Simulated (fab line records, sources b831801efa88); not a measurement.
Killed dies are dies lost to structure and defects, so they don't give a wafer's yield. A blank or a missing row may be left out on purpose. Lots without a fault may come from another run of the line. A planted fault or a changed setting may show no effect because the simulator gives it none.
fab line records | flow sky130
record lots=14 wafers=42 last_day=50
route steps=708 shown VT_ADJUST_HVTR@131 CONTACT@411 METAL1@439
lots that met no fault: from a run of the same line without faults
start_h: hours from the record's first day to the start of the lot's first wafer shown | wait_h: hours since the lot's step before | " the same as in the row above | L1.1+2: a row that stands for several wafers | - no value, or no start given | * or withheld: withheld | < > ~ a bound
route shown NAME@n: a module of which the file shows steps, and the number in the route of the first | usual: mean/standard deviation of fault-free wafers | same: alike in all rows | chamber/n: place in a boat | sites: the reading at each site | _std_site: their standard deviation | _edge_site: outer sites' mean less inner sites' | radius_mm: how far each site lies from the wafer's centre | mask NAME#n: copy n | behind: the tool/chamber that last shaped the wafer | hold: why the lot was held/for how many hours/how that ended | device: the transistor (n, p or np) that didn't switch | end of line: the same wafers' tests at the end of the route | a step without rows: its recipe alone | killed: dies lost to structure and defects at the first sort, not the wafer's yield | map: a wafer's dies, x killed, . not, _ none there
set.NAME: the setting as run; set.NAME@STEP: as run at that earlier step | model.NAME: the simulator's own value behind a step, which no gauge read
steps of the route over a sample of lots; a table a step, a row a wafer
## steps
# step SKY_VT_ADJUST_HVTR_DEHYDRATE_00
# recipe temp_c=200 time_s=60
# usual heater_power_total_W=160.37/0.13 plate_temp_C=199.91/0.16 run_length_s=89.20/0.15
# columns lot.wafer tool chamber start_h wait_h heater_power_total_W plate_temp_C run_length_s
L955.2 litho_track-04 0 205.52 10.2 160.32 200.33 89.19
L955.3 " 0 " " 160.35 199.94 89.30
L955.5 " 0 " " 160.22 199.78 89.53
L957.2 litho_track-04 0 212.72 9.5 160.34 200.14 89.39
L957.4 " 0 " " 160.22 200.03 89.18
L957.5 " 0 " " 160.27 199.68 89.10
L958.1 litho_track-04 0 220.65 10.7 160.65 199.70 89.16
L958.2 " 0 " " 160.33 199.94 89.13
L958.3 " 0 " " 160.33 199.79 89.18
L959.2 litho_track-04 0 228.67 9.9 160.41 199.75 89.43
L959.3 " 0 " " 160.62 199.82 89.09
L959.5 " 0 " " 160.48 199.82 89.30
L960.1 litho_track-01 0 233.78 9.5 160.51 199.82 89.01
L960.4 " 0 " " 160.43 199.90 88.89
L960.5 " 0 " " 160.31 200.14 89.04
L962.2 litho_track-02 0 245.82 10.8 160.31 199.69 89.20
L962.3 " 0 " " 160.28 199.76 89.27
L962.5 " 0 " " 160.31 199.67 89.34
L966.1 litho_track-04 0 277.15 11.3 176.88 - 73.52
L966.3 " 0 " " 176.89 - 73.42
L966.4 " 0 " " 176.64 - 73.42
L967.1 litho_track-04 0 285.95 11.2 176.90 - 73.46
L967.2 " 0 " " 176.78 - 73.35
L967.3 " 0 " " 177.04 - 73.32
L971.1 litho_track-01 0 312.63 11.9 160.17 200.01 88.94
L971.2 " 0 " " 160.33 200.12 89.12
L971.3 " 0 " " 160.24 200.41 88.91
L973.1 litho_track-01 0 324.03 12.7 160.36 199.87 88.87
L973.2 " 0 " " 160.25 199.96 88.87
L973.3 " 0 " " 160.15 199.88 89.23
L974.2 litho_track-02 0 332.67 12.4 160.62 200.13 89.33
L974.3 " 0 " " 160.52 199.81 89.38
L974.4 " 0 " " 160.24 199.87 89.35
L975.1 litho_track-02 0 341.30 12.6 160.59 200.01 89.29
L975.3 " 0 " " 160.33 200.14 89.20
L975.4 " 0 " " 160.18 200.09 89.26
L976.2 litho_track-01 0 349.65 13.0 160.42 199.72 88.91
L976.3 " 0 " " 160.55 199.47 88.95
L976.5 " 0 " " 160.22 199.65 88.89
L977.1 litho_track-04 0 351.95 13.0 160.39 199.99 89.31
L977.5 " 0 " " 160.47 200.22 89.22
L977.6 " 0 " " 160.34 200.01 89.07
# step SKY_CONTACT_BOW_MEAS_05
# recipe mode=bow
# usual CONTACT_BOW=83/7.3
# columns lot.wafer tool chamber start_h wait_h CONTACT_BOW[um]
L955.2 film_metro-01 - 718.34 0.1 82
L955.3 " - " " 84
L955.5 " - " " 84
L957.2 film_metro-01 - 730.06 0.2 89
L957.4 " - " " 77
L957.5 " - " " 78
L958.1 film_metro-04 - 737.43 0.1 80
L958.2 " - " " 86
L958.3 " - " " 86
L959.2 film_metro-03 - 746.45 0.1 92
L959.3 " - " " 89
L959.5 " - " " 89
L960.1 film_metro-01 - 755.69 0.2 91
L960.4 " - " " 93
L960.5 " - " " 87
L962.2 film_metro-03 - 776.87 0.2 87
L962.3 " - " " 89
L962.5 " - " " 82
L966.1 film_metro-03 - 801.92 0.1 69
L966.3 " - " " 88
L966.4 " - " " 84
L967.1 film_metro-04 - 814.51 0.2 98
L967.2 " - " " 97
L967.3 " - " " 100
L971.1 film_metro-03 - 840.71 0.1 84
L971.2 " - " " 75
L971.3 " - " " 83
L973.1 film_metro-03 - 849.62 0.1 76
L973.2 " - " " 72
L973.3 " - " " 79
L974.2 film_metro-03 - 858.86 0.2 83
L974.3 " - " " 89
L974.4 " - " " 75
L975.1 film_metro-03 - 867.62 0.1 70
L975.3 " - " " 79
L975.4 " - " " 84
L976.2 film_metro-01 - 873.25 0.2 75
L976.3 " - " " 80
L976.5 " - " " 92
L977.1 film_metro-01 - 878.81 0.1 87
L977.5 " - " " 79
L977.6 " - " " 86
# step SKY_METAL1_RS_MEAS_05
# recipe thk_meas_gauge=four-point-probe reads=TiN_of_METAL1_SPUTTER_04+Ti_of_METAL1_SPUTTER_03+AlCu_of_METAL1_SPUTTER_02+TiN_of_METAL1_SPUTTER_01+Ti_of_METAL1_SPUTTER_00
# usual METAL1_ALCU_RS=0.1265/0.0012
# columns lot.wafer tool chamber start_h wait_h METAL1_ALCU_RS[ohm/sq]
L955.2 film_metro-02 - 748.31 0.0 0.1257
L955.3 " - " " 0.1260
L955.5 " - " " 0.1260
L957.2 film_metro-01 - 759.26 0.0 0.1275
L957.4 " - " " 0.1279
L957.5 " - " " 0.1289
L958.1 film_metro-02 - 766.41 0.0 0.1256
L958.2 " - " " 0.1251
L958.3 " - " " 0.1250
L959.2 film_metro-01 - 774.32 0.0 0.1272
L959.3 " - " " 0.1270
L959.5 " - " " 0.1273
L960.1 film_metro-03 - 783.19 0.0 0.1252
L960.4 " - " " 0.1251
L960.5 " - " " 0.1256
L962.2 film_metro-02 - 805.62 0.0 0.1279
L962.3 " - " " 0.1275
L962.5 " - " " 0.1297
L966.1 film_metro-03 - 830.54 0.0 0.1263
L966.3 " - " " 0.1266
L966.4 " - " " 0.1258
L967.1 film_metro-03 - 841.95 0.0 0.1255
L967.2 " - " " 0.1266
L967.3 " - " " 0.1255
L971.1 film_metro-03 - 868.84 0.0 0.1255
L971.2 " - " " 0.1244
L971.3 " - " " 0.1267
L973.1 film_metro-02 - 877.13 0.0 0.1266
L973.2 " - " " 0.1255
L973.3 " - " " 0.1255
L974.2 film_metro-02 - 886.79 0.0 0.1255
L974.3 " - " " 0.1259
L974.4 " - " " 0.1257
L975.1 film_metro-02 - 895.84 0.0 0.1258
L975.3 " - " " 0.1246
L975.4 " - " " 0.1244
L976.2 film_metro-02 - 900.63 0.0 0.1268
L976.3 " - " " 0.1266
L976.5 " - " " 0.1273
L977.1 film_metro-03 - 906.91 0.0 0.1260
L977.5 " - " " 0.1266
L977.6 " - " " 0.1255
# step SKY_METAL1_THK_MEAS_06
# recipe thk_meas_gauge=xrf reads=AlCu_of_METAL1_SPUTTER_02
# usual METAL1_ALCU_THK=250/3.3
# columns lot.wafer tool chamber start_h wait_h METAL1_ALCU_THK[nm]
L955.2 film_metro-02 - 748.42 0.1 250
L955.3 " - " " 249
L955.5 " - " " 250
L957.2 film_metro-01 - 759.37 0.1 245
L957.4 " - " " 245
L957.5 " - " " 244
L958.1 film_metro-02 - 766.53 0.1 251
L958.2 " - " " 252
L958.3 " - " " 252
L959.2 film_metro-01 - 774.43 0.1 248
L959.3 " - " " 246
L959.5 " - " " 249
L960.1 film_metro-03 - 783.31 0.1 252
L960.4 " - " " 254
L960.5 " - " " 252
L962.2 film_metro-02 - 805.73 0.1 245
L962.3 " - " " 245
L962.5 " - " " 241
L966.1 film_metro-03 - 830.66 0.1 250
L966.3 " - " " 254
L966.4 " - " " 255
L967.1 film_metro-03 - 842.07 0.1 253
L967.2 " - " " 252
L967.3 " - " " 253
L971.1 film_metro-03 - 868.96 0.1 254
L971.2 " - " " 255
L971.3 " - " " 252
L973.1 film_metro-02 - 877.25 0.1 250
L973.2 " - " " 251
L973.3 " - " " 253
L974.2 film_metro-02 - 886.90 0.1 251
L974.3 " - " " 251
L974.4 " - " " 250
L975.1 film_metro-02 - 895.96 0.1 249
L975.3 " - " " 251
L975.4 " - " " 253
L976.2 film_metro-02 - 900.74 0.1 247
L976.3 " - " " 246
L976.5 " - " " 248
L977.1 film_metro-03 - 907.03 0.1 253
L977.5 " - " " 256
L977.6 " - " " 254
## key
first_sign step=SKY_VT_ADJUST_HVTR_DEHYDRATE_00 reading=heater_power_total_W direction=up sigmas=99+ usual=* struck=*
effect step=SKY_VT_ADJUST_HVTR_DEHYDRATE_00 reading=run_length_s direction=down sigmas=99+ usual=* struck=*
met_at SKY_VT_ADJUST_HVTR_DEHYDRATE_00
struck_lots L966,L967
tester_left_out L966,L967
not_acting_at SKY_CONTACT_BOW_MEAS_05,SKY_METAL1_RS_MEAS_05,SKY_METAL1_THK_MEAS_06
onset_between 228.67 277.15
fault kind=process_parameter_drift tool=litho_track-04 chamber=- onset_h=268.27 steps=SKY_VT_ADJUST_HVTR_DEHYDRATE_00 channel=time_s offset=* shape=step end_h=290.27 acts_in=* stated=*
# tester_left_out: of these lots the tester's yield and bins aren't shown, on N5 and GAA mostly nor the transistor test; their killed dies are dies lost to structure and defects alone, not to doping, threshold or leakage, so they don't give the yield
